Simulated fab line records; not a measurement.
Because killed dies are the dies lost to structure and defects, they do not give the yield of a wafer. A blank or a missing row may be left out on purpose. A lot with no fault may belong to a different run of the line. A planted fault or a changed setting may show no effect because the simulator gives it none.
The tool behind it: which one? || flow sky130 || 33 wafers from 11 lots sampled at 3 of the route's 708 steps

== WHAT THE GAUGES READ, wafer by wafer ==
SKY_LDD_HVP_TW_MEAS_10.
{"lot": "L102", "measured": "day 21 23:25", "on": "film_metro-04", "LDD_HVP_TW": "457.6 457.2 457.3"}
{"lot": "L103", "measured": "day 22 05:08", "on": "film_metro-01", "LDD_HVP_TW": "461.7 461.7 461.0"}
{"lot": "L104", "measured": "day 22 20:11", "on": "film_metro-01", "LDD_HVP_TW": "460.2 460.7 461.2"}
{"lot": "L105", "measured": "day 23 03:16", "on": "film_metro-02", "LDD_HVP_TW": "458.2 454.4 458.2"}
{"lot": "L106", "measured": "day 23 14:00", "on": "film_metro-01", "LDD_HVP_TW": "464.5 462.1 463.0"}
{"lot": "L108", "measured": "day 24 09:28", "on": "film_metro-02", "LDD_HVP_TW": "456.3 458.2 457.3"}
{"lot": "L112", "measured": "day 25 19:56", "on": "film_metro-02", "LDD_HVP_TW": "442.6 444.5 441.4"}
{"lot": "L116", "measured": "day 26 19:47", "on": "film_metro-04", "LDD_HVP_TW": "444.4 443.3 446.1"}
{"lot": "L119", "measured": "day 28 03:59", "on": "film_metro-02", "LDD_HVP_TW": "457.4 456.1 455.1"}
{"lot": "L121", "measured": "day 28 17:49", "on": "film_metro-04", "LDD_HVP_TW": "450.7 451.7 456.0"}
{"lot": "L124", "measured": "day 30 01:41", "on": "film_metro-04", "LDD_HVP_TW": "453.9 450.0 451.9"}

== EACH LOT AND THE TOOL THAT RAN IT (in order: tool; ch and the chambers of the sampled wafers; start) ==
{"lot": "L102", "SKY_FIELD_ISO_ETCH_17": "rie_si-01 ch 0,2,3, day 2 12:19", "SKY_LDD_HVP_IMPLANT_08": "implanter-03 ch 0, day 21 23:11"}
{"lot": "L103", "SKY_FIELD_ISO_ETCH_17": "rie_si-02 ch 0,1,2, day 2 14:52", "SKY_LDD_HVP_IMPLANT_08": "implanter-04 ch 0, day 22 04:56"}
{"lot": "L104", "SKY_FIELD_ISO_ETCH_17": "rie_si-01 ch 0,1,2, day 2 22:24", "SKY_LDD_HVP_IMPLANT_08": "implanter-04 ch 0, day 22 19:58"}
{"lot": "L105", "SKY_FIELD_ISO_ETCH_17": "rie_si-01 ch 2,3, day 3 01:41", "SKY_LDD_HVP_IMPLANT_08": "implanter-03 ch 0, day 23 03:03"}
{"lot": "L106", "SKY_FIELD_ISO_ETCH_17": "rie_si-01 ch 0,1,2, day 3 06:57", "SKY_LDD_HVP_IMPLANT_08": "implanter-01 ch 0, day 23 13:45"}
{"lot": "L108", "SKY_FIELD_ISO_ETCH_17": "rie_si-01 ch 1,2,3, day 3 17:43", "SKY_LDD_HVP_IMPLANT_08": "implanter-01 ch 0, day 24 09:13"}
{"lot": "L112", "SKY_FIELD_ISO_ETCH_17": "rie_si-01 ch 0,2,3, day 4 14:13", "SKY_LDD_HVP_IMPLANT_08": "implanter-04 ch 0, day 25 19:42"}
{"lot": "L116", "SKY_FIELD_ISO_ETCH_17": "rie_si-01 ch 1,2,3, day 5 09:35", "SKY_LDD_HVP_IMPLANT_08": "implanter-04 ch 0, day 26 19:33"}
{"lot": "L119", "SKY_FIELD_ISO_ETCH_17": "rie_si-02 ch 0,3, day 6 03:48", "SKY_LDD_HVP_IMPLANT_08": "implanter-01 ch 0, day 28 03:44"}
{"lot": "L121", "SKY_FIELD_ISO_ETCH_17": "rie_si-02 ch 1,2,3, day 6 13:11", "SKY_LDD_HVP_IMPLANT_08": "implanter-03 ch 0, day 28 17:36"}
{"lot": "L124", "SKY_FIELD_ISO_ETCH_17": "rie_si-02 ch 0,1,2, day 7 03:59", "SKY_LDD_HVP_IMPLANT_08": "implanter-03 ch 0, day 30 01:27"}
- SKY_FIELD_ISO_ETCH_17: etches Si in HBr/Cl2/O2, target depth 342 nm, time 97.7 s.
- SKY_LDD_HVP_IMPLANT_08

== WHAT THE TOOLS THEMSELVES READ (means of the sampled wafers that have a number; where no wafer has one, the mark that the record gives instead) ==
SKY_FIELD_ISO_ETCH_17.
{"lot": "L102", "tool": "rie_si-01", "drypump_motor_current_A (A)": 5.6, "oes_product_au (a.u.)": 1.002, "rf_fwd_power_W (W)": 598.1, "throttle_valve_pct (%)": 25.666}
{"lot": "L103", "tool": "rie_si-02", "drypump_motor_current_A (A)": 5.7, "oes_product_au (a.u.)": 1.005, "rf_fwd_power_W (W)": 597.5, "throttle_valve_pct (%)": 25.647}
{"lot": "L104", "tool": "rie_si-01", "drypump_motor_current_A (A)": 6.0, "oes_product_au (a.u.)": 0.996, "rf_fwd_power_W (W)": 597.0, "throttle_valve_pct (%)": 25.665}
{"lot": "L105", "tool": "rie_si-01", "drypump_motor_current_A (A)": 5.2, "oes_product_au (a.u.)": 1.011, "rf_fwd_power_W (W)": 596.2, "throttle_valve_pct (%)": 25.655}
{"lot": "L106", "tool": "rie_si-01", "drypump_motor_current_A (A)": 6.0, "oes_product_au (a.u.)": 0.989, "rf_fwd_power_W (W)": 596.7, "throttle_valve_pct (%)": 25.656}
{"lot": "L108", "tool": "rie_si-01", "drypump_motor_current_A (A)": 5.7, "oes_product_au (a.u.)": 1.001, "rf_fwd_power_W (W)": 597.0, "throttle_valve_pct (%)": 25.653}
{"lot": "L112", "tool": "rie_si-01", "drypump_motor_current_A (A)": 5.6, "oes_product_au (a.u.)": 1.001, "rf_fwd_power_W (W)": 599.5, "throttle_valve_pct (%)": 25.658}
{"lot": "L116", "tool": "rie_si-01", "drypump_motor_current_A (A)": 5.7, "oes_product_au (a.u.)": 1.002, "rf_fwd_power_W (W)": 596.6, "throttle_valve_pct (%)": 25.648}
{"lot": "L119", "tool": "rie_si-02", "drypump_motor_current_A (A)": 5.4, "oes_product_au (a.u.)": 0.991, "rf_fwd_power_W (W)": 597.9, "throttle_valve_pct (%)": 25.662}
{"lot": "L121", "tool": "rie_si-02", "drypump_motor_current_A (A)": 5.6, "oes_product_au (a.u.)": 0.991, "rf_fwd_power_W (W)": 595.4, "throttle_valve_pct (%)": 25.674}
{"lot": "L124", "tool": "rie_si-02", "drypump_motor_current_A (A)": 5.8, "oes_product_au (a.u.)": 1.008, "rf_fwd_power_W (W)": 596.5, "throttle_valve_pct (%)": 25.664}

SKY_LDD_HVP_IMPLANT_08.
{"lot": "L102", "tool": "implanter-03", "beam_energy_keV": 19.991, "faraday_current_uA": 94.3}
{"lot": "L103", "tool": "implanter-04", "beam_energy_keV": 20.008, "faraday_current_uA": 94.8}
{"lot": "L104", "tool": "implanter-04", "beam_energy_keV": 19.996, "faraday_current_uA": 96.5}
{"lot": "L105", "tool": "implanter-03", "beam_energy_keV": 19.995, "faraday_current_uA": 95.6}
{"lot": "L106", "tool": "implanter-01", "beam_energy_keV": 19.994, "faraday_current_uA": 95.6}
{"lot": "L108", "tool": "implanter-01", "beam_energy_keV": 19.998, "faraday_current_uA": 95.2}
{"lot": "L112", "tool": "implanter-04", "beam_energy_keV": 17.375, "faraday_current_uA": 95.0}
{"lot": "L116", "tool": "implanter-04", "beam_energy_keV": 17.374, "faraday_current_uA": 96.6}
{"lot": "L119", "tool": "implanter-01", "beam_energy_keV": 20.002, "faraday_current_uA": 97.4}
{"lot": "L121", "tool": "implanter-03", "beam_energy_keV": 19.996, "faraday_current_uA": 98.4}
{"lot": "L124", "tool": "implanter-03", "beam_energy_keV": 19.995, "faraday_current_uA": 93.6}

== THE ANSWER, worked out from the rows above alone ==
Rule: what is usual is taken from the lots themselves. Put in order of their means at a reading, lots are off if they are a third of the lots or fewer, leave a main group of 4 or more, and stand apart from it by a gap of 3 or more times the standard deviation of the main group's means; of several such gaps the widest counts. If all means in a main group match to the digits the tables above print for the reading, that group is not used. A lot without any number at a reading at which 4 lots or more have one is off too. Any other lot the step has rows for is counted as sound. Order of review: gauges by route order, followed by the tools' own readings, for which a lot's mean as printed above is used. The first step at which some lot is off is used, and at that step the reading that is off furthest; a lot without a number counts as furthest.
Off at SKY_LDD_HVP_IMPLANT_08 (beam_energy_keV): L112, L116. Main group: mean 19.997, sd 0.0047.
If a tool, at that step or one of the process steps before it, ran each lot that is off and ran no sound lot following the first of them, it fits. This does not decide it: 2 tools fit, namely rie_si-01 at SKY_FIELD_ISO_ETCH_17 and implanter-04 at SKY_LDD_HVP_IMPLANT_08.

== WHAT THE SIMULATOR HAD PUT IN ==
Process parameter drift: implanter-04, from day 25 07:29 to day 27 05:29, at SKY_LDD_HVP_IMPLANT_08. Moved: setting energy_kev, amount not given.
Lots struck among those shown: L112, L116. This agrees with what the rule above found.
